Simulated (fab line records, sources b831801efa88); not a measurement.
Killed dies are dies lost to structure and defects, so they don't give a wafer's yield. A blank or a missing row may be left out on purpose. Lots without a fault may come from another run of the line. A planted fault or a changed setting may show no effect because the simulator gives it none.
Tool commonality check | flow gf180mcu | 12 lots, 36 wafers sampled

WHY IT WAS OPENED
At GF_TOP_METAL_CD_MEAS_14 the reading cd_nm is flagged on 2 of 12 lots. Wafers without a fault read 439.8 nm, standard deviation 2.3.
Rule: a lot is flagged when every wafer of it that has a number lies more than 4 standard deviations from that mean, or none has a number. The other lots count as sound.

lot  | measured     | on        | cd_nm (nm), wafer by wafer | flag
L110 | day 28 04:17 | cd_sem-01 | 439.0 441.1 439.6          |
L111 | day 28 12:48 | cd_sem-01 | 438.0 441.4 438.5          |
L114 | day 29 16:43 | cd_sem-01 | 441.6 442.5 443.8          |
L115 | day 29 21:28 | cd_sem-01 | 440.3 442.4 441.2          |
L116 | day 30 05:53 | cd_sem-02 | 438.2 439.1 436.8          |
L117 | day 30 10:07 | cd_sem-02 | 437.1 437.7 441.3          |
L126 | day 32 14:27 | cd_sem-01 | 439.4 441.3 440.3          |
L125 | day 32 15:49 | cd_sem-02 | 455.0 455.1 456.4          | FLAGGED
L127 | day 33 04:38 | cd_sem-01 | 453.2 454.5 454.9          | FLAGGED
L129 | day 33 19:55 | cd_sem-02 | 436.0 432.0 434.4          |
L130 | day 33 22:10 | cd_sem-01 | 436.6 434.8 436.2          |
L133 | day 34 15:24 | cd_sem-01 | 438.5 439.4 437.5          |
The numbers of the flagged lots are 454.9 nm on average: +15.1 nm against the usual, or +7 standard deviations.

WHICH TOOL RAN EACH LOT
The record holds 2 process steps before the reading, out of a route of 602 steps. In each cell: the tool, then ch and the chambers that the sampled wafers went through, then the start.
lot  | flag    | GF_V5_ETCH_16                      | GF_TOP_METAL_EXPOSE_11
L110 |         | rie_diel-01 ch 0,1,3, day 27 06:16 | iline_stepper-01 ch 0, day 27 18:23
L111 |         | rie_diel-03 ch 1,2,3, day 27 14:57 | iline_stepper-01 ch 0, day 28 02:54
L114 |         | rie_diel-04 ch 2,3, day 28 20:25   | iline_stepper-02 ch 0, day 29 08:02
L115 |         | rie_diel-04 ch 2,3, day 29 01:03   | iline_stepper-02 ch 0, day 29 12:04
L116 |         | rie_diel-04 ch 0,3, day 29 09:10   | iline_stepper-02 ch 0, day 29 20:35
L117 |         | rie_diel-04 ch 0,1,3, day 29 13:49 | iline_stepper-01 ch 0, day 30 01:24
L126 |         | rie_diel-03 ch 1,2,3, day 31 21:51 | iline_stepper-01 ch 0, day 32 07:52
L125 | FLAGGED | rie_diel-04 ch 0,1,3, day 31 22:16 | iline_stepper-02 ch 0, day 32 08:55
L127 | FLAGGED | rie_diel-01 ch 0,2,3, day 32 10:52 | iline_stepper-02 ch 0, day 32 20:11
L129 |         | rie_diel-04 ch 1,2,3, day 33 03:52 | iline_stepper-01 ch 0, day 33 12:37
L130 |         | rie_diel-04 ch 0,3, day 33 05:13   | iline_stepper-01 ch 0, day 33 14:21
L133 |         | rie_diel-01 ch 0,1, day 33 22:57   | iline_stepper-01 ch 0, day 34 08:23
What these steps do:
- GF_V5_ETCH_16: etches BARC in N2/H2.
- GF_TOP_METAL_EXPOSE_11: exposes mask MetalTop, target cd 440 nm.
- GF_TOP_METAL_CD_MEAS_14: target cd 440 nm.

FLAGGED OVER TOTAL, TOOL BY TOOL (the gauges that took the reading come last)
step                    | tool             | lots run | flagged | share of the flagged lots | sound lots run after its first flagged lot
GF_V5_ETCH_16           | rie_diel-01      | 3        | 1       | some                      | 1 (L133)
GF_V5_ETCH_16           | rie_diel-03      | 2        | 0       | none                      | -
GF_V5_ETCH_16           | rie_diel-04      | 7        | 1       | some                      | 2 (L129,L130)
GF_TOP_METAL_EXPOSE_11  | iline_stepper-01 | 7        | 0       | none                      | -
GF_TOP_METAL_EXPOSE_11  | iline_stepper-02 | 5        | 2       | all                       | 0
GF_TOP_METAL_CD_MEAS_14 | cd_sem-01        | 8        | 1       | some                      | 2 (L130,L133)
GF_TOP_METAL_CD_MEAS_14 | cd_sem-02        | 4        | 1       | some                      | 1 (L129)

WHAT THE TABLE ALLOWS
1 row of the table ran every flagged lot: iline_stepper-02 at GF_TOP_METAL_EXPOSE_11.
- iline_stepper-02 at GF_TOP_METAL_EXPOSE_11: 2 of its 5 lots flagged. Its last sound lot is L116 (day 29 20:35), its first flagged lot L125 (day 32 08:55): a fault that began between those two fits. Its own readings lie more than 4 standard deviations out on every wafer of the flagged lots: exposure_dose_mJ_cm2.
One tool is left: iline_stepper-02 at GF_TOP_METAL_EXPOSE_11.

WHAT THE SIMULATOR HAD PUT IN
Process parameter drift: iline_stepper-02, from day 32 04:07 on, at GF_TOP_METAL_EXPOSE_11. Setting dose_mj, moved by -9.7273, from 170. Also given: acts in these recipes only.
Lots struck among those shown: L125, L127. The rule above found the same.
